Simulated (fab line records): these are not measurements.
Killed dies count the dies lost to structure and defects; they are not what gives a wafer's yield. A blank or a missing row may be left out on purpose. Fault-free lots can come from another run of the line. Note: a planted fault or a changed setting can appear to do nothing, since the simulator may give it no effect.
Which tool is to blame?    flow sky130    11 lots with 33 wafers sampled at 5 steps, on a route of 708 steps

## WHAT THE GAUGES SHOWED, per wafer
SKY_CONTACT_RS_MEAS_25: measures by four-point-probe.
lot   measured      on             CONTACT_W_RS (ohm/sq)
L765  day 31 04:10  film-metro-03  0.342 0.344 0.344
L766  day 31 10:30  film-metro-03  0.338 0.342 0.337
L768  day 32 05:29  film-metro-01  0.345 0.346 0.345
L769  day 33 09:12  film-metro-03  0.340 0.340 0.340
L770  day 33 17:50  film-metro-03  0.331 0.329 0.333
L771  day 33 19:08  film-metro-03  0.338 0.345 0.340
L773  day 34 04:03  film-metro-01  0.344 0.340 0.349
L781  day 36 11:21  film-metro-03  0.221 0.223 0.221
L782  day 36 20:20  film-metro-04  0.223 0.225 0.224
L783  day 36 23:38  film-metro-03  0.346 0.342 0.344
L785  day 37 16:04  film-metro-04  0.339 0.343 0.341

SKY_CONTACT_THK_MEAS_26: measures by xrf.
lot   measured      on             CONTACT_W_THK (nm)
L765  day 31 04:17  film-metro-03  340 338 337
L766  day 31 10:37  film-metro-03  343 340 343
L768  day 32 05:37  film-metro-01  336 335 337
L769  day 33 09:19  film-metro-03  341 342 342
L770  day 33 17:58  film-metro-03  347 354 349
L771  day 33 19:16  film-metro-03  344 333 340
L773  day 34 04:10  film-metro-01  341 344 336
L781  day 36 11:26  film-metro-03  526 515 524
L782  day 36 20:28  film-metro-04  524 523 523
L783  day 36 23:44  film-metro-03  334 336 336
L785  day 37 16:11  film-metro-04  342 343 341

## WHICH TOOL RAN EACH LOT (tool, then ch and the chambers of the sampled wafers, then the start)
lot   SKY_LOCAL_INTERCONNECT_ETCH_13     SKY_CONTACT_SPUTTER_23        SKY_CONTACT_CVD_24
L765  rie-metal-01 ch 0,1, day 29 23:14  pvd-sputter-01, day 31 03:59  cvd-w-01 ch 0,1, day 31 04:02
L766  rie-metal-04 ch 0,1, day 30 05:59  pvd-sputter-04, day 31 10:19  cvd-w-01 ch 0,1, day 31 10:22
L768  rie-metal-04 ch 0,1, day 31 00:45  pvd-sputter-03, day 32 05:19  cvd-w-01 ch 0,1, day 32 05:23
L769  rie-metal-04 ch 0,1, day 32 03:42  pvd-sputter-01, day 33 09:02  cvd-w-02 ch 0,1, day 33 09:05
L770  rie-metal-04 ch 0,1, day 32 11:57  pvd-sputter-03, day 33 17:40  cvd-w-02 ch 0,1, day 33 17:44
L771  rie-metal-02 ch 0,1, day 32 13:27  pvd-sputter-01, day 33 18:58  cvd-w-01 ch 1, day 33 19:02
L773  rie-metal-01 ch 0,1, day 32 23:14  pvd-sputter-01, day 34 03:53  cvd-w-02 ch 0,1, day 34 03:56
L781  rie-metal-02 ch 0,1, day 35 07:51  pvd-sputter-01, day 36 11:07  cvd-w-02 ch 0,1, day 36 11:13
L782  rie-metal-02 ch 0, day 35 18:54    pvd-sputter-04, day 36 20:10  cvd-w-02 ch 0,1, day 36 20:14
L783  rie-metal-01 ch 1, day 35 21:34    pvd-sputter-03, day 36 23:26  cvd-w-01 ch 0,1, day 36 23:32
L785  rie-metal-02 ch 0,1, day 36 11:21  pvd-sputter-04, day 37 15:53  cvd-w-01 ch 0,1, day 37 15:57
- SKY_LOCAL_INTERCONNECT_ETCH_13: etches BARC in N2/H2, stops on SiO2, time 45.9 s, target depth 60 nm.
- SKY_CONTACT_SPUTTER_23: material TiN, target thk 20 nm, time 80 s.
- SKY_CONTACT_CVD_24: deposits W, target thk 340 nm, time 102.12 s.

## WHAT THE TOOLS THEMSELVES READ (means of the sampled wafers that have a number; where no wafer has one, the mark that the record gives instead)
SKY_LOCAL_INTERCONNECT_ETCH_13.
lot   tool          chamber-pressure-mTorr (mTorr)  drypump-motor-current-A (A)  oes-product-au (a.u.)  throttle-valve-pct (%)
L765  rie-metal-01  29.987                          6.5                          0.856                  13.222
L766  rie-metal-04  30.005                          5.7                          0.857                  13.222
L768  rie-metal-04  29.999                          5.4                          0.853                  13.214
L769  rie-metal-04  29.990                          5.4                          0.853                  13.218
L770  rie-metal-04  29.982                          5.7                          0.852                  13.219
L771  rie-metal-02  30.018                          5.5                          0.854                  13.226
L773  rie-metal-01  29.993                          6.4                          0.855                  13.229
L781  rie-metal-02  30.020                          5.5                          0.857                  13.213
L782  rie-metal-02  29.998                          5.6                          0.854                  13.233
L783  rie-metal-01  29.984                          6.5                          0.854                  13.217
L785  rie-metal-02  29.998                          5.3                          0.855                  13.225

SKY_CONTACT_SPUTTER_23.
lot   tool            throttle-valve-pct (%)
L765  pvd-sputter-01  28.5
L766  pvd-sputter-04  30.8
L768  pvd-sputter-03  29.6
L769  pvd-sputter-01  29.3
L770  pvd-sputter-03  29.5
L771  pvd-sputter-01  29.2
L773  pvd-sputter-01  29.0
L781  pvd-sputter-01  29.4
L782  pvd-sputter-04  31.6
L783  pvd-sputter-03  29.6
L785  pvd-sputter-04  30.8

SKY_CONTACT_CVD_24.
lot   tool      heater-power-w (W)
L765  cvd-w-01  808
L766  cvd-w-01  859
L768  cvd-w-01  818
L769  cvd-w-02  890
L770  cvd-w-02  927
L771  cvd-w-01  776
L773  cvd-w-02  921
L781  cvd-w-02  892
L782  cvd-w-02  892
L783  cvd-w-01  814
L785  cvd-w-01  807

## THE ANSWER, worked out from the rows above alone
Rule: the usual values come from the lots themselves. The widest of any qualifying gaps counts: lots, ordered by their means at a reading, are off when they make up no more than a third of the lots, leave a main group of 4 or more, and stand apart from it by 3 or more times the standard deviation of that group's means. If all means in a main group match to the digits the tables above print for the reading, that group is not used. Also off: a lot with no number at a reading for which 4 or more lots have one. All remaining lots with rows at the step are treated as sound. After the gauges, taken in route order, come the tools' own readings; for these a lot's mean is taken, as printed above. At the first step where some lot is off, the reading lying furthest off is the one used; lots without a number count as furthest.
Off: at SKY_CONTACT_RS_MEAS_25 (CONTACT_W_RS), L781, L782. The main group has a mean of 0.341 ohm/sq with a standard deviation of 0.0041.
If a tool, at a process step before that reading, ran all the lots that are off and no sound lot after the first of them, it fits. The gauges at SKY_CONTACT_RS_MEAS_25 are tried like those tools. One fits: cvd-w-02 at SKY_CONTACT_CVD_24. Its last sound lot is L773 (day 34 03:56), its first lot that is off L781 (day 36 11:13): a fault that began between those two fits.

## WHAT THE SIMULATOR HAD PUT IN
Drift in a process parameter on cvd-w-02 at SKY_CONTACT_CVD_24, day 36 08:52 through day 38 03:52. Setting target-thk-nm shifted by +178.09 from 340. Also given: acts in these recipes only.
Lots struck among those shown: L781, L782. This agrees with what the rule above found.
